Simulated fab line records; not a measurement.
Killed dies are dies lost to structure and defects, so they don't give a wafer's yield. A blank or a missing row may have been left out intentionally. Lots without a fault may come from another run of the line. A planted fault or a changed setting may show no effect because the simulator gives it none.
Comparing a struck lot with a sound one | flow gf180mcu | 14 steps out of a route of 602
Sound: the wafers L109.1, L109.3, L109.6. Struck: wafers L121.3, L121.5, L121.6. At the end, the cause is stated.
Order at every step that has rows: each side's tool, ch and its chambers, its first start. Under that, the readings that differ: sound wafers | struck wafers | difference of the means | sigmas: that difference in standard deviations of wafers without a fault.
alike: readings whose means differ by less than 2 such deviations, and words and numbers that are the same on both sides. not compared: withheld readings, readings that some wafer has no value for, bounds like >300 that may hide the same value, and numbers for which the record gives no deviation and whose values overlap.
A row with sigmas, a row that says differs or no value, or rows on one side alone: a step with any of these is where the two part. Non-overlapping numbers with no deviation appear without sigmas and do not part them. Lack of a reading on every wafer of one side parts them only where that side has two or more wafers.

first, 2 steps without rows for these wafers: GF_M3_CLEAN_19 (cleans in DIW); GF_V3_CVD_00 (deposits SiO2, target thk 600 nm, time 100 s).
GF_V3_THK_MEAS_01:
  sound: film metro-03 at day 23 23:55; struck: film metro-02 at day 27 20:14
  alike: V3_CVD_00_THK
GF_V3_CVD_02: deposits SiO2 from TEOS, target thk 850 nm, time 94.851 s.
  sound on pecvd-01 ch 1,2, day 23 23:59; struck on pecvd-04 ch 0,1, day 27 20:16
  alike: heater power w, rf fwd power W
GF_V3_THK_MEAS_03:
  sound: film metro-01 at day 24 00:03; struck: film metro-03 at day 27 20:22
  alike: V3_CVD_02_THK
GF_V3_CMP_04: polishes SiO2.
  sound on cmp-01 ch 0,1,2, day 24 00:13; struck on cmp-02 ch 0,2,3, day 27 20:30
  alike: edge zone pressure frac, motor current A, time to endpoint s
GF_V3_BOW_MEAS_05:
  sound: film metro-01 at day 24 00:25; struck: film metro-03 at day 27 20:44
  alike: V3_BOW
then, 5 steps without rows for these wafers: GF_V3_DEHYDRATE_06 (time 60 s); GF_V3_HMDS_07 (prime time 60 s); GF_V3_COAT_08; GF_V3_COAT_09 (resist thk 1000 nm); GF_V3_SOFTBAKE_10 (time 60 s).
GF_V3_EXPOSE_11: exposes mask Via3, target cd 260 nm.
  sound on krf scanner-01 ch 0, day 24 11:19; struck on krf scanner-02, day 28 06:01
  no value came back on the struck wafers for exposure dose mJ cm2, focus offset nm (nm); on the sound wafers exposure dose mJ cm2 reads 37.93 37.92 37.92
  alike: mask
then, 1 step without rows for these wafers: GF_V3_PEB_12 (peb time 90 s).

## WHERE THEY PART
Only at GF_V3_EXPOSE_11, within this record.

WHY: what had been put in by the simulator
At GF_V3_EXPOSE_11, the step was skipped entirely on krf scanner-02 from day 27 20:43 on. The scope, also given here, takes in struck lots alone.
